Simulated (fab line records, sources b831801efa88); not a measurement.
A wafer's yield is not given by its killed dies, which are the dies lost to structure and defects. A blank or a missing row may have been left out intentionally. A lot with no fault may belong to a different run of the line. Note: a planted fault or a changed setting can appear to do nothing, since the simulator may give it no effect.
fab line records + flow sky130
record
- lots=6
- wafers=18
- last_day=49
route steps=708 shown LDD_N@252 LDD_P@255 LDD_HVN@267 PAD_OPEN@708
lots untouched by any fault: they come from a run of this same line in which no faults occurred
start_h: the number of hours between the record's first day and the start of the first shown wafer of the lot + wait_h: how many hours have passed since the lot's step before this one + " unchanged from the row above + L1.1+2: several wafers, shown together as one row + - no value present, or no start provided + * or withheld: withheld + < > ~ a bound
route shown NAME@n: NAME is a module with steps in the file, n the number in the route of the first one + usual: mean/standard deviation of fault-free wafers + same: alike in all rows + chamber/n: place in a boat + sites: the reading at each site + _std_site: the standard deviation of these + _edge_site: mean of outer sites minus mean of inner sites + radius_mm: how far each site lies from the wafer's centre + mask NAME#n: copy n + behind: the last tool/chamber to shape the wafer + hold: cause of the lot's hold/its duration in hours/its outcome + device: which transistor (n, p or np) failed to switch + end of line: tests run on the same wafers once the route is complete + a step given without rows: its recipe and nothing more + killed: dies that structure and defects cost at the first sort, which is not the same as the wafer's yield + map: shows each die of a wafer: x if killed, . if not, _ if none is there
set.NAME: the setting that was run; set.NAME@STEP: the one run at that earlier step + model.NAME: the simulator's own value behind a step, which no gauge read
lots at some steps of the route; a table a step, a row a wafer
services: from which hour (start_h, from the record's first day; less than 0 if before it) a tool's chamber was out of use, for how many hours, and why
## steps
# step SKY_LDD_N_IMPLANT_15
# recipe
- species=BF2
- energy_kev=50
- dose_cm2=5e+12
- tilt_deg=30
- rotation_deg=270
# step SKY_LDD_N_STRIP_16
# recipe
- chemistry=O2/N2
- power_w=1400
- pressure_mtorr=1500
- platen_temp_c=withheld
- o2_flow_sccm=3000
- n2_flow_sccm=300
- overash_fraction=0.5
# usual
- drypump_motor_current_A=5.7/0.4
- o2_flow_sccm=2999/9.7
- oes_product_au=0.407/0.0044
- strip_time_to_endpoint_s=4.317/0.015
| lot.wafer | tool            | chamber | start_h | wait_h | drypump_motor_current_A | o2_flow_sccm | oes_product_au | rf_hours_counter_h | strip_time_to_endpoint_s |
|-----------|-----------------|---------|---------|--------|-------------------------|--------------|----------------|--------------------|--------------------------|
| L393.2    | plasma_asher-02 | 0       | 465.30  | 0.1    | 6.4                     | 3011         | 0.407          | 4                  | 4.328                    |
| L393.3    | "               | 1       | "       | "      | 5.2                     | 3017         | 0.405          | -                  | 4.329                    |
| L393.6    | "               | 1       | "       | "      | 5.2                     | 3009         | 0.411          | -                  | 4.318                    |
| L395.1    | plasma_asher-04 | 0       | 485.73  | 0.1    | 5.3                     | 2995         | 0.410          | 77                 | 4.353                    |
| L395.3    | "               | 0       | "       | "      | 5.3                     | 2989         | 0.401          | -                  | 4.329                    |
| L395.5    | "               | 1       | "       | "      | 5.7                     | 3005         | 0.403          | -                  | 4.306                    |
| L397.2    | plasma_asher-01 | 0       | 499.26  | 0.1    | 5.8                     | 3012         | 0.402          | 38                 | 4.300                    |
| L397.3    | "               | 1       | "       | "      | 5.7                     | 3003         | 0.410          | -                  | 4.320                    |
| L397.5    | "               | 1       | "       | "      | 5.7                     | 3011         | 0.412          | -                  | 4.299                    |
| L400.1    | plasma_asher-01 | 0       | 529.25  | 0.1    | 5.8                     | 3008         | 0.411          | 41                 | 4.313                    |
| L400.4    | "               | 0       | "       | "      | 5.8                     | 3001         | 0.406          | -                  | 4.299                    |
| L400.6    | "               | 1       | "       | "      | 5.7                     | 2994         | 0.408          | -                  | 4.292                    |
| L403.1    | plasma_asher-04 | 0       | 543.91  | 0.1    | 5.3                     | 2997         | 0.403          | 82                 | 4.293                    |
| L403.3    | "               | 1       | "       | "      | 5.7                     | 2994         | 0.408          | -                  | 4.295                    |
| L403.6    | "               | 1       | "       | "      | 5.6                     | 2993         | 0.402          | -                  | 4.305                    |
| L406.1    | plasma_asher-02 | 1       | 571.05  | 0.1    | 5.2                     | 3001         | 0.406          | 15                 | 4.324                    |
| L406.5    | "               | 0       | "       | "      | 6.4                     | 3003         | 0.413          | -                  | 4.346                    |
| L406.6    | "               | 1       | "       | "      | 5.2                     | 3014         | 0.395          | -                  | 4.340                    |
# step SKY_LDD_N_TW_MEAS_17
# usual
- LDD_N_TW=2579/23
| lot.wafer | tool          | chamber | start_h | wait_h | LDD_N_TW |
|-----------|---------------|---------|---------|--------|----------|
| L393.2    | film_metro-04 | -       | 465.41  | 0.1    | 2590     |
| L393.3    | "             | -       | "       | "      | 2603     |
| L393.6    | "             | -       | "       | "      | 2586     |
| L395.1    | film_metro-02 | -       | 485.83  | 0.1    | 2562     |
| L395.3    | "             | -       | "       | "      | 2581     |
| L395.5    | "             | -       | "       | "      | 2571     |
| L397.2    | film_metro-03 | -       | 499.37  | 0.1    | 2584     |
| L397.3    | "             | -       | "       | "      | 2574     |
| L397.5    | "             | -       | "       | "      | 2576     |
| L400.1    | film_metro-02 | -       | 529.35  | 0.1    | 2548     |
| L400.4    | "             | -       | "       | "      | 2544     |
| L400.6    | "             | -       | "       | "      | 2527     |
| L403.1    | film_metro-03 | -       | 544.01  | 0.1    | 2604     |
| L403.3    | "             | -       | "       | "      | 2619     |
| L403.6    | "             | -       | "       | "      | 2607     |
| L406.1    | film_metro-03 | -       | 571.15  | 0.1    | 2606     |
| L406.5    | "             | -       | "       | "      | 2593     |
| L406.6    | "             | -       | "       | "      | 2603     |
# step SKY_LDD_P_DEHYDRATE_00
# recipe
- temp_c=200
- time_s=60
# step SKY_LDD_P_HMDS_01
# recipe
- prime_time_s=60
- prime_temp_c=120
# step SKY_LDD_P_COAT_02
# recipe
- resist=NOVOLAK
- spin_rpm=3000
- resist_thk_nm=1140
# step SKY_LDD_P_SOFTBAKE_03
# recipe
- temp_c=90
- time_s=60
- resist=NOVOLAK
# step SKY_LDD_P_EXPOSE_04
# recipe
- mask_id=PSDM
- na=0.6
- source_shape=conventional
- sigma_outer=0.6
- polarization=unpolarized
- target_cd_nm=380
- dose_mj=138
# step SKY_LDD_P_PEB_05
# recipe
- temp_c=withheld
- time_s=*
- resist=NOVOLAK
# step SKY_LDD_P_DEVELOP_06
# recipe
- resist=NOVOLAK
- developer=TMAH
- develop_time_s=60
- dev_temp_c=23
# step SKY_LDD_P_CD_MEAS_07
# recipe
- target_cd_nm=380
# usual
- cd_nm=379.7/2.9
| lot.wafer | tool      | chamber | start_h | wait_h | cd_nm |
|-----------|-----------|---------|---------|--------|-------|
| L393.2    | cd_sem-02 | -       | 496.17  | 0.1    | 378.2 |
| L393.3    | "         | -       | "       | "      | 377.6 |
| L393.6    | "         | -       | "       | "      | 379.5 |
| L395.1    | cd_sem-02 | -       | 516.66  | 0.1    | 376.3 |
| L395.3    | "         | -       | "       | "      | 376.4 |
| L395.5    | "         | -       | "       | "      | 377.9 |
| L397.2    | cd_sem-02 | -       | 529.91  | 0.1    | 383.2 |
| L397.3    | "         | -       | "       | "      | 382.7 |
| L397.5    | "         | -       | "       | "      | 380.8 |
| L400.1    | cd_sem-02 | -       | 559.41  | 0.1    | 377.4 |
| L400.4    | "         | -       | "       | "      | 374.2 |
| L400.6    | "         | -       | "       | "      | 376.2 |
| L403.1    | cd_sem-02 | -       | 573.70  | 0.1    | 377.1 |
| L403.3    | "         | -       | "       | "      | 380.7 |
| L403.6    | "         | -       | "       | "      | 380.8 |
| L406.1    | cd_sem-02 | -       | 600.49  | 0.1    | 381.1 |
| L406.5    | "         | -       | "       | "      | 377.1 |
| L406.6    | "         | -       | "       | "      | 379.2 |
# step SKY_LDD_P_OVL_MEAS_08
# usual
- LDD_P_OVL=0.2/1.4
| lot.wafer | tool       | chamber | start_h | wait_h | LDD_P_OVL[nm] |
|-----------|------------|---------|---------|--------|---------------|
| L393.2    | overlay-02 | -       | 496.27  | 0.1    | -0.6          |
| L393.3    | "          | -       | "       | "      | 1.5           |
| L393.6    | "          | -       | "       | "      | 2.7           |
| L395.1    | overlay-02 | -       | 516.78  | 0.1    | -2.4          |
| L395.3    | "          | -       | "       | "      | -1.6          |
| L395.5    | "          | -       | "       | "      | -0.1          |
| L397.2    | overlay-02 | -       | 530.02  | 0.1    | 0.1           |
| L397.3    | "          | -       | "       | "      | 2.5           |
| L397.5    | "          | -       | "       | "      | 2.7           |
| L400.1    | overlay-01 | -       | 559.53  | 0.1    | -2.4          |
| L400.4    | "          | -       | "       | "      | -1.3          |
| L400.6    | "          | -       | "       | "      | -2.4          |
| L403.1    | overlay-01 | -       | 573.82  | 0.1    | -1.9          |
| L403.3    | "          | -       | "       | "      | -1.5          |
| L403.6    | "          | -       | "       | "      | -2.3          |
| L406.1    | overlay-02 | -       | 600.61  | 0.1    | 1.0           |
| L406.5    | "          | -       | "       | "      | 2.7           |
| L406.6    | "          | -       | "       | "      | 1.2           |
# step SKY_LDD_P_IMPLANT_09
# recipe
- species=BF2
- energy_kev=25
- dose_cm2=1e+13
- tilt_deg=withheld
# usual
- beam_energy_keV=25.002/0.0077
| lot.wafer | tool         | chamber | start_h | wait_h | beam_energy_keV | model.implant.rp_nm | model.implant.drp_nm |
|-----------|--------------|---------|---------|--------|-----------------|---------------------|----------------------|
| L393.2    | implanter-01 | 0       | 496.33  | 0.0    | 24.991          | 21.17               | 11.41                |
| L393.3    | "            | 0       | "       | "      | 24.997          | 21.17               | 11.41                |
| L393.6    | "            | 0       | "       | "      | 25.004          | 21.17               | 11.41                |
| L395.1    | implanter-02 | 0       | 516.82  | 0.0    | 25.000          | 20.96               | 11.41                |
| L395.3    | "            | 0       | "       | "      | 25.002          | 20.96               | 11.41                |
| L395.5    | "            | 0       | "       | "      | 25.013          | 20.96               | 11.41                |
| L397.2    | implanter-03 | 0       | 530.08  | 0.0    | 24.991          | 20.61               | 11.41                |
| L397.3    | "            | 0       | "       | "      | 25.000          | 20.61               | 11.41                |
| L397.5    | "            | 0       | "       | "      | 25.002          | 20.61               | 11.41                |
| L400.1    | implanter-03 | 0       | 559.57  | 0.0    | 24.999          | 21                  | 11.41                |
| L400.4    | "            | 0       | "       | "      | 25.002          | 21                  | 11.41                |
| L400.6    | "            | 0       | "       | "      | 25.015          | 21                  | 11.41                |
| L403.1    | implanter-01 | 0       | 573.86  | 0.0    | 28.662          | 23.34               | 12.56                |
| L403.3    | "            | 0       | "       | "      | 28.670          | 23.34               | 12.56                |
| L403.6    | "            | 0       | "       | "      | 28.670          | 23.34               | 12.56                |
| L406.1    | implanter-01 | 0       | 600.65  | 0.0    | 28.660          | 23.76               | 12.56                |
| L406.5    | "            | 0       | "       | "      | 28.664          | 23.76               | 12.56                |
| L406.6    | "            | 0       | "       | "      | 28.662          | 23.76               | 12.56                |
# step SKY_LDD_P_STRIP_10
# recipe
- chemistry=O2/N2
- power_w=1400
- pressure_mtorr=1500
- platen_temp_c=withheld
- o2_flow_sccm=3000
- n2_flow_sccm=300
- overash_fraction=0.5
# usual
- drypump_motor_current_A=5.7/0.38
- o2_flow_sccm=2999/8.7
- oes_product_au=0.715/0.0046
- strip_time_to_endpoint_s=14.19/0.038
| lot.wafer | tool            | chamber | start_h | wait_h | drypump_motor_current_A | o2_flow_sccm | oes_product_au | rf_hours_counter_h | strip_time_to_endpoint_s |
|-----------|-----------------|---------|---------|--------|-------------------------|--------------|----------------|--------------------|--------------------------|
| L393.2    | plasma_asher-04 | 0       | 496.45  | 0.1    | 5.4                     | 3003         | 0.711          | 78                 | 14.16                    |
| L393.3    | "               | 1       | "       | "      | 5.7                     | 3002         | 0.720          | -                  | 14.14                    |
| L393.6    | "               | 1       | "       | "      | 5.7                     | 3006         | 0.715          | -                  | 14.10                    |
| L395.1    | plasma_asher-04 | 1       | 516.97  | 0.1    | 5.6                     | 3001         | 0.714          | 80                 | 14.22                    |
| L395.3    | "               | 1       | "       | "      | 5.6                     | 2996         | 0.717          | -                  | 14.18                    |
| L395.5    | "               | 1       | "       | "      | 5.6                     | 3002         | 0.719          | -                  | 14.19                    |
| L397.2    | plasma_asher-03 | 1       | 530.20  | 0.1    | 5.7                     | 3009         | 0.716          | 70                 | 14.17                    |
| L397.3    | "               | 1       | "       | "      | 5.7                     | 2990         | 0.718          | -                  | 14.17                    |
| L397.5    | "               | 0       | "       | "      | 6.0                     | 3004         | 0.712          | -                  | 14.15                    |
| L400.1    | plasma_asher-02 | 0       | 559.72  | 0.1    | 6.4                     | 3005         | 0.713          | 13                 | 14.22                    |
| L400.4    | "               | 1       | "       | "      | 5.2                     | 3019         | 0.715          | -                  | 14.26                    |
| L400.6    | "               | 1       | "       | "      | 5.2                     | 3012         | 0.715          | -                  | 14.27                    |
| L403.1    | plasma_asher-04 | 1       | 574.01  | 0.1    | 5.6                     | 2990         | 0.722          | 86                 | 14.22                    |
| L403.3    | "               | 0       | "       | "      | 5.3                     | 3000         | 0.712          | -                  | 14.21                    |
| L403.6    | "               | 1       | "       | "      | 5.6                     | 2993         | 0.722          | -                  | 14.16                    |
| L406.1    | plasma_asher-04 | 0       | 600.80  | 0.1    | 5.3                     | 3010         | 0.712          | 89                 | 14.23                    |
| L406.5    | "               | 1       | "       | "      | 5.7                     | 3007         | 0.711          | -                  | 14.19                    |
| L406.6    | "               | 0       | "       | "      | 5.3                     | 3004         | 0.717          | -                  | 14.17                    |
# step SKY_LDD_P_TW_MEAS_11
# usual
- LDD_P_TW=639.7/2.5
| lot.wafer | tool          | chamber | start_h | wait_h | LDD_P_TW |
|-----------|---------------|---------|---------|--------|----------|
| L393.2    | film_metro-03 | -       | 496.56  | 0.1    | 636.5    |
| L393.3    | "             | -       | "       | "      | 637.0    |
| L393.6    | "             | -       | "       | "      | 638.0    |
| L395.1    | film_metro-01 | -       | 517.07  | 0.1    | 641.8    |
| L395.3    | "             | -       | "       | "      | 642.4    |
| L395.5    | "             | -       | "       | "      | 642.9    |
| L397.2    | film_metro-03 | -       | 530.31  | 0.1    | 640.9    |
| L397.3    | "             | -       | "       | "      | 640.1    |
| L397.5    | "             | -       | "       | "      | 642.0    |
| L400.1    | film_metro-04 | -       | 559.82  | 0.1    | 641.2    |
| L400.4    | "             | -       | "       | "      | 640.6    |
| L400.6    | "             | -       | "       | "      | 642.4    |
| L403.1    | film_metro-03 | -       | 574.11  | 0.1    | 659.9    |
| L403.3    | "             | -       | "       | "      | 662.7    |
| L403.6    | "             | -       | "       | "      | 662.9    |
| L406.1    | film_metro-04 | -       | 600.90  | 0.1    | 665.0    |
| L406.5    | "             | -       | "       | "      | 667.1    |
| L406.6    | "             | -       | "       | "      | 661.2    |
# step SKY_LDD_HVN_DEHYDRATE_00
# recipe
- temp_c=200
- time_s=60
# step SKY_PAD_OPEN_PROBE_99
# usual
- killed_at_M0_to_M3=43/7.1
- killed_at_M4_up=3.3/2
- killed_at_contacts=24/5.1
- killed_at_front_end=15/4.6
- killed_at_other=0.3/0.6
- killed_dies=86/9.6
- killed_open=46/7.3
- killed_short=39/6.7
# same
- gross_dies=492
- killed_at_back_side=0
| lot.wafer | tool      | chamber | start_h | wait_h | killed_at_M0_to_M3 | killed_at_M4_up | killed_at_contacts | killed_at_front_end | killed_at_other | killed_dies | killed_open | killed_short | model.etest.tip_p.rs_ohm_sq |
|-----------|-----------|---------|---------|--------|--------------------|-----------------|--------------------|---------------------|-----------------|-------------|-------------|--------------|-----------------------------|
| L393.2    | prober-01 | -       | 1119.72 | 0.1    | 37                 | 0               | 21                 | 16                  | 0               | 74          | 42          | 32           | 6796                        |
| L393.3    | prober-01 | -       | 1119.77 | 0.2    | 40                 | 1               | 25                 | 15                  | 0               | 81          | 42          | 38           | 6794                        |
| L393.6    | prober-01 | -       | 1119.92 | 0.2    | 41                 | 4               | 24                 | 10                  | 0               | 79          | 34          | 44           | 6783                        |
| L395.1    | prober-01 | -       | 1136.40 | 0.1    | 40                 | 0               | 30                 | 15                  | 1               | 86          | 50          | 36           | 6888                        |
| L395.3    | prober-01 | -       | 1136.50 | 0.2    | 43                 | 3               | 29                 | 16                  | 0               | 91          | 48          | 43           | 6809                        |
| L395.5    | prober-01 | -       | 1136.60 | 0.2    | 42                 | 4               | 32                 | 13                  | 0               | 91          | 48          | 43           | 6910                        |
| L397.2    | prober-01 | -       | 1142.70 | 0.1    | 48                 | 4               | 22                 | 16                  | 1               | 91          | 56          | 34           | 6929                        |
| L397.3    | prober-01 | -       | 1142.75 | 0.2    | 44                 | 3               | 16                 | 13                  | 2               | 78          | 30          | 47           | 6980                        |
| L397.5    | prober-01 | -       | 1142.85 | 0.2    | 42                 | 9               | 18                 | 19                  | 0               | 88          | 50          | 38           | 6936                        |
| L400.1    | prober-02 | -       | 1160.43 | 0.1    | 47                 | 2               | 17                 | 14                  | 0               | 80          | 42          | 38           | 6877                        |
| L400.4    | prober-02 | -       | 1160.58 | 0.2    | 49                 | 2               | 19                 | 16                  | 0               | 86          | 46          | 40           | 6865                        |
| L400.6    | prober-02 | -       | 1160.68 | 0.2    | 39                 | 1               | 24                 | 7                   | 0               | 71          | 35          | 36           | 6822                        |
| L403.1    | prober-01 | -       | 1168.58 | 0.1    | 35                 | 6               | 21                 | 29                  | 0               | 91          | 51          | 40           | 6800                        |
| L403.3    | prober-01 | -       | 1168.68 | 0.2    | 46                 | 5               | 15                 | 17                  | 0               | 83          | 45          | 36           | 6810                        |
| L403.6    | prober-01 | -       | 1168.83 | 0.2    | 33                 | 0               | 24                 | 22                  | 0               | 79          | 42          | 37           | 6830                        |
| L406.1    | prober-02 | -       | 1182.88 | 0.1    | 52                 | 3               | 26                 | 11                  | 0               | 92          | 39          | 52           | 6828                        |
| L406.5    | prober-02 | -       | 1183.08 | 0.2    | 31                 | 3               | 26                 | 13                  | 1               | 74          | 37          | 36           | 6805                        |
| L406.6    | prober-02 | -       | 1183.13 | 0.2    | 54                 | 0               | 18                 | 16                  | 1               | 89          | 40          | 47           | 6832                        |
# killed by level:class
L393.2 VIA1:geometric_particle:open=11 VIA3:geometric_particle:open=7 CONTACT:geometric_particle:open=6 LOCAL_INTERCONNECT:geometric_particle:short=5 CONTACT:geometric_particle:short=5 FIELD_ISO:geometric_particle:short=4 POLY_GATE:geometric_particle:open=4 VIA1:geometric_particle:short=4
L393.3 VIA1:geometric_particle:open=14 CONTACT:geometric_particle:open=10 METAL2:geometric_particle:short=7 VIA3:geometric_particle:open=6 FIELD_ISO:geometric_particle:short=5 POLY_GATE:geometric_particle:short=5 LI_CONTACT:geometric_particle:open=5 VIA1:geometric_particle:short=5
L393.6 METAL2:geometric_particle:short=9 VIA1:geometric_particle:open=8 CONTACT:geometric_particle:open=8 VIA3:geometric_particle:open=7 METAL1:geometric_particle:short=6 CONTACT:geometric_particle:short=6 POLY_GATE:geometric_particle:short=4 LI_CONTACT:geometric_particle:open=4
L395.1 CONTACT:geometric_particle:open=9 VIA2:geometric_particle:open=8 LI_CONTACT:geometric_particle:open=7 LOCAL_INTERCONNECT:geometric_particle:short=7 VIA3:geometric_particle:open=6 VIA1:geometric_particle:open=6 FIELD_ISO:geometric_particle:open=5 METAL2:geometric_particle:short=5
L395.3 CONTACT:geometric_particle:open=15 VIA3:geometric_particle:open=8 LOCAL_INTERCONNECT:geometric_particle:short=7 VIA1:geometric_particle:open=6 METAL3:geometric_particle:short=6 POLY_GATE:geometric_particle:open=5 VIA2:geometric_particle:short=5 POLY_GATE:geometric_particle:short=4
L395.5 CONTACT:geometric_particle:open=14 VIA1:geometric_particle:open=9 LI_CONTACT:geometric_particle:open=7 METAL1:geometric_particle:short=6 VIA3:geometric_particle:short=6 LI_CONTACT:geometric_particle:short=6 FIELD_ISO:geometric_particle:open=5 METAL2:geometric_particle:short=5
L397.2 VIA1:geometric_particle:open=12 LI_CONTACT:geometric_particle:open=9 VIA2:geometric_particle:open=9 VIA3:geometric_particle:open=7 POLY_GATE:geometric_particle:open=6 CONTACT:geometric_particle:open=5 VIA2:geometric_particle:short=5 VIA3:geometric_particle:short=5
L397.3 VIA1:geometric_particle:open=10 VIA1:geometric_particle:short=10 METAL2:geometric_particle:short=9 LOCAL_INTERCONNECT:geometric_particle:short=7 POLY_GATE:geometric_particle:short=4 VIA3:geometric_particle:open=4 POLY_GATE:geometric_particle:open=3 VIA2:geometric_particle:open=3
L397.5 CONTACT:geometric_particle:open=11 VIA1:geometric_particle:open=11 METAL1:geometric_particle:open=6 POLY_GATE:geometric_particle:open=6 METAL2:geometric_particle:short=6 METAL4:geometric_particle:short=6 VIA1:geometric_particle:short=5 VIA3:geometric_particle:open=4
L400.1 VIA1:geometric_particle:open=12 METAL2:geometric_particle:short=8 CONTACT:geometric_particle:open=6 VIA2:geometric_particle:open=5 VIA3:geometric_particle:open=5 LI_CONTACT:geometric_particle:open=4 METAL1:geometric_particle:short=4 VIA1:geometric_particle:short=4
L400.4 VIA2:geometric_particle:open=10 VIA1:geometric_particle:open=9 LI_CONTACT:geometric_particle:open=8 LOCAL_INTERCONNECT:geometric_particle:short=6 METAL1:geometric_particle:short=6 METAL3:geometric_particle:short=6 POLY_CUT:geometric_particle:open=5 VIA3:geometric_particle:short=5
L400.6 METAL2:geometric_particle:short=10 CONTACT:geometric_particle:open=9 LOCAL_INTERCONNECT:geometric_particle:short=7 VIA1:geometric_particle:open=6 VIA3:geometric_particle:open=5 VIA2:geometric_particle:open=5 CONTACT:geometric_particle:short=4 METAL1:geometric_particle:short=4
L403.1 FIELD_ISO:geometric_particle:open=11 VIA1:geometric_particle:open=9 CONTACT:geometric_particle:open=7 FIELD_ISO:geometric_particle:short=5 LI_CONTACT:geometric_particle:short=5 POLY_GATE:geometric_particle:short=5 VIA2:geometric_particle:open=5 CONTACT:geometric_particle:short=4
L403.3 LI_CONTACT:geometric_particle:open=8 VIA1:geometric_particle:short=8 VIA1:geometric_particle:open=8 VIA3:geometric_particle:open=6 FIELD_ISO:geometric_particle:short=5 VIA2:geometric_particle:open=5 POLY_GATE:geometric_particle:open=4 CONTACT:geometric_particle:open=4
L403.6 LI_CONTACT:geometric_particle:open=8 FIELD_ISO:geometric_particle:open=7 LOCAL_INTERCONNECT:geometric_particle:short=7 VIA1:geometric_particle:open=6 VIA2:geometric_particle:open=6 FIELD_ISO:geometric_particle:short=5 VIA3:geometric_particle:open=5 POLY_GATE:geometric_particle:short=4
L406.1 VIA1:geometric_particle:short=14 METAL1:geometric_particle:short=10 CONTACT:geometric_particle:open=10 VIA1:geometric_particle:open=8 LOCAL_INTERCONNECT:geometric_particle:short=7 POLY_GATE:geometric_particle:short=6 VIA3:geometric_particle:open=5 METAL2:geometric_particle:short=5
L406.5 LI_CONTACT:geometric_particle:open=8 VIA1:geometric_particle:open=8 CONTACT:geometric_particle:open=7 METAL1:geometric_particle:short=7 LI_CONTACT:geometric_particle:short=4 CONTACT:geometric_particle:short=4 VIA2:geometric_particle:short=4 SPACER:geometric_particle:open=3
L406.6 METAL1:geometric_particle:short=13 VIA1:geometric_particle:open=9 CONTACT:geometric_particle:open=6 VIA1:geometric_particle:short=6 VIA3:geometric_particle:open=6 LI_CONTACT:geometric_particle:open=5 FIELD_ISO:geometric_particle:short=4 VIA2:geometric_particle:open=4
## services
| tool            | chamber | start_h | hours | kind   |
|-----------------|---------|---------|-------|--------|
| plasma_asher-03 | -       | 448.86  | 15.6  | pm     |
| implanter-02    | -       | 455.16  | 2.1   | repair |
| implanter-01    | -       | 457.51  | 13.6  | pm     |
| implanter-02    | -       | 478.83  | 2.4   | repair |
| plasma_asher-02 | -       | 537.13  | 1.7   | repair |
| plasma_asher-03 | -       | 544.52  | 1.1   | repair |
| implanter-03    | -       | 548.07  | 1.5   | repair |
| plasma_asher-03 | -       | 558.08  | 22.2  | repair |
| implanter-01    | -       | 559.26  | 1.5   | repair |
## key
first_sign
- step=SKY_LDD_P_IMPLANT_09
- reading=beam_energy_keV
- direction=up
- sigmas=99+
- usual=*
- struck=*
effect
- step=SKY_LDD_P_TW_MEAS_11
- reading=LDD_P_TW
- direction=up
- sigmas=9.6
- usual=639.7
- struck=663.1
model_effect
- step=SKY_LDD_P_IMPLANT_09
- value=implant.rp_nm
- without=21.11
- struck=23.55
model_effect
- step=SKY_PAD_OPEN_PROBE_99
- value=etest.tip_p.rs_ohm_sq
- without=6924
- struck=6818
met_at SKY_LDD_P_IMPLANT_09
struck_wafers L403.1,L403.3,L403.6,L406.1,L406.5,L406.6
tester_left_out L403,L406
onset_between 496.33 573.86
fault
- kind=process_parameter_drift
- tool=implanter-01
- chamber=-
- onset_h=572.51
- steps=SKY_LDD_P_IMPLANT_09
- channel=energy_kev
- offset=*
- shape=step
- end_h=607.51
- acts_in=*
- stated=*
# tester_left_out: of these lots the tester's yield and bins aren't shown, on N5 and GAA mostly nor the transistor test; their killed dies are dies lost to structure and defects alone, not to doping, threshold or leakage, so they don't give the yield
